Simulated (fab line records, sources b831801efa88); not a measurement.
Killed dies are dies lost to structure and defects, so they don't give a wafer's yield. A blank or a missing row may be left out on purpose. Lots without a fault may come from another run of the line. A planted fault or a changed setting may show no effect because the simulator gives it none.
Which tool did it? | flow sky130 | 14 lots, 42 wafers sampled, at 4 steps of a route of 708

WHAT THE GAUGES READ, wafer by wafer
SKY_POLY_GATE_CD_MEAS_13: target cd 150 nm. Usual: cd_nm 150.4 nm, standard deviation 1.3.
lot  | measured     | on        | cd_nm (nm)        | flag
L884 | day 16 07:14 | cd_sem-02 | 152.4 151.9 153.9 |
L885 | day 16 14:46 | cd_sem-02 | 149.4 148.0 147.9 |
L887 | day 17 15:27 | cd_sem-01 | 149.3 152.1 149.8 |
L888 | day 18 11:03 | cd_sem-02 | 148.5 148.4 149.2 |
L894 | day 21 08:12 | cd_sem-02 | 149.6 149.6 150.7 |
L896 | day 21 08:31 | cd_sem-02 | 150.2 151.6 151.0 |
L895 | day 21 08:34 | cd_sem-01 | 149.8 147.9 149.7 |
L893 | day 21 08:52 | cd_sem-02 | 152.7 151.4 152.3 |
L897 | day 21 08:53 | cd_sem-01 | 152.6 152.0 151.9 |
L900 | day 22 07:13 | cd_sem-02 | 148.7 149.6 149.9 |
L901 | day 22 14:28 | cd_sem-01 | 149.0 150.3 148.9 |
L902 | day 22 15:26 | cd_sem-01 | 152.3 150.7 150.7 |
L905 | day 23 16:03 | cd_sem-02 | 150.0 149.3 148.8 |
L906 | day 25 08:23 | cd_sem-02 | 150.7 150.1 150.2 |

SKY_POLY_GATE_THK_MEAS_21. Usual: POLY_GATE_OXIDATION_THK 4.01 nm, standard deviation 0.075.
lot  | measured     | on            | POLY_GATE_OXIDATION_THK (nm) | flag
L884 | day 16 12:15 | film_metro-04 | 3.94 3.96 4.10               |
L885 | day 16 17:35 | film_metro-03 | 4.06 3.95 4.08               |
L887 | day 17 18:47 | film_metro-03 | 4.07 3.96 4.04               |
L888 | day 18 12:58 | film_metro-01 | 4.02 4.08 4.05               |
L894 | day 21 10:43 | film_metro-04 | 4.10 3.90 4.01               |
L896 | day 21 10:45 | film_metro-01 | 3.99 4.04 3.98               |
L895 | day 21 10:46 | film_metro-04 | 4.08 4.02 4.10               |
L893 | day 21 11:17 | film_metro-01 | 3.94 3.90 3.89               |
L897 | day 21 11:18 | film_metro-03 | 3.96 3.91 3.86               |
L900 | day 22 09:01 | film_metro-03 | 4.01 4.01 4.09               |
L901 | day 22 16:16 | film_metro-01 | 3.92 3.94 3.87               |
L902 | day 22 17:31 | film_metro-03 | 3.96 3.86 3.86               |
L905 | day 23 17:54 | film_metro-03 | 4.10 4.09 4.13               |
L906 | day 25 11:00 | film_metro-01 | 4.04 4.09 4.14               |

SKY_LDD_LDN_TW_MEAS_13. Usual: LDD_LDN_TW 1479, standard deviation 9.2.
lot  | measured     | on            | LDD_LDN_TW     | flag
L884 | day 22 20:40 | film_metro-02 | 1489 1488 1488 |
L885 | day 22 22:49 | film_metro-01 | 1472 1478 1472 |
L887 | day 24 03:41 | film_metro-02 | 1489 1484 1485 |
L888 | day 24 20:09 | film_metro-03 | 1489 1490 1489 |
L894 | day 27 17:07 | film_metro-03 | 1481 1480 1483 |
L896 | day 27 19:25 | film_metro-01 | 1352 1348 1354 | OFF
L895 | day 27 19:16 | film_metro-02 | 1360 1367 1367 | OFF
L893 | day 27 19:51 | film_metro-03 | 1471 1480 1485 |
L897 | day 27 19:34 | film_metro-03 | 1472 1473 1478 |
L900 | day 28 15:01 | film_metro-03 | 1483 1484 1481 |
L901 | day 28 18:09 | film_metro-03 | 1485 1485 1482 |
L902 | day 28 21:43 | film_metro-03 | 1484 1483 1481 |
L905 | day 29 20:21 | film_metro-02 | 1485 1486 1481 |
L906 | day 31 09:51 | film_metro-01 | 1479 1476 1469 |

WHICH TOOL RAN EACH LOT (tool, then ch and the chambers of the sampled wafers, then the start)
lot  | SKY_LDD_LDN_IMPLANT_08
L884 | implanter-03 ch 0, day 22 19:59
L885 | implanter-04 ch 0, day 22 22:07
L887 | implanter-04 ch 0, day 24 03:01
L888 | implanter-01 ch 0, day 24 19:27
L894 | implanter-01 ch 0, day 27 16:27
L896 | implanter-03, day 27 18:43
L895 | implanter-04, day 27 18:36
L893 | implanter-04 ch 0, day 27 19:09
L897 | implanter-01 ch 0, day 27 18:53
L900 | implanter-04 ch 0, day 28 14:20
L901 | implanter-04 ch 0, day 28 17:27
L902 | implanter-03 ch 0, day 28 21:02
L905 | implanter-03 ch 0, day 29 19:39
L906 | implanter-04 ch 0, day 31 09:09
- SKY_LDD_LDN_IMPLANT_08

WHAT THE TOOLS THEMSELVES READ (means of the sampled wafers that have a number; where no wafer has one, the mark that the record gives instead)
SKY_LDD_LDN_IMPLANT_08. Usual: beam_energy_keV 15.000, standard deviation 0.0046; beam_on_s 10.02 s, standard deviation 0.19.
lot  | tool         | beam_energy_keV | beam_on_s (s) | flag
L884 | implanter-03 | 15.001          | 10.35         |
L885 | implanter-04 | 15.007          | 10.22         |
L887 | implanter-04 | 14.999          | 10.03         |
L888 | implanter-01 | 15.002          | 9.82          |
L894 | implanter-01 | 15.003          | 10.16         |
L896 | implanter-03 | -               | -             | OFF
L895 | implanter-04 | -               | -             | OFF
L893 | implanter-04 | 15.001          | 10.00         |
L897 | implanter-01 | 15.001          | 10.03         |
L900 | implanter-04 | 15.006          | 10.17         |
L901 | implanter-04 | 14.995          | 10.04         |
L902 | implanter-03 | 14.998          | 9.90          |
L905 | implanter-03 | 15.000          | 10.07         |
L906 | implanter-04 | 15.001          | 9.90          |

THE ANSWER, worked out from the rows above alone
Rule: a lot is off if the mean of its wafers that have a number lies more than 3 standard deviations from the usual mean. A lot without any number at a reading at which 4 lots or more have one is off too. The other lots that the step has rows for count as sound. The gauges are gone through in route order, then the tools' own readings, and for those a lot's mean is taken as printed above. The first step at which some lot is off is used, and at that step the reading that is off furthest; a lot without a number counts as furthest.
Off: L896, L895, at SKY_LDD_LDN_TW_MEAS_13 (LDD_LDN_TW).
A tool fits if, at a process step before that reading, it ran every lot that is off, and no sound lot after the first of them. The gauges at SKY_LDD_LDN_TW_MEAS_13 aren't tried: what is off there is off at SKY_LDD_LDN_IMPLANT_08 too, on other tools, and a gauge's error can't cause that. None of those tried fits.

WHAT THE SIMULATOR HAD PUT IN
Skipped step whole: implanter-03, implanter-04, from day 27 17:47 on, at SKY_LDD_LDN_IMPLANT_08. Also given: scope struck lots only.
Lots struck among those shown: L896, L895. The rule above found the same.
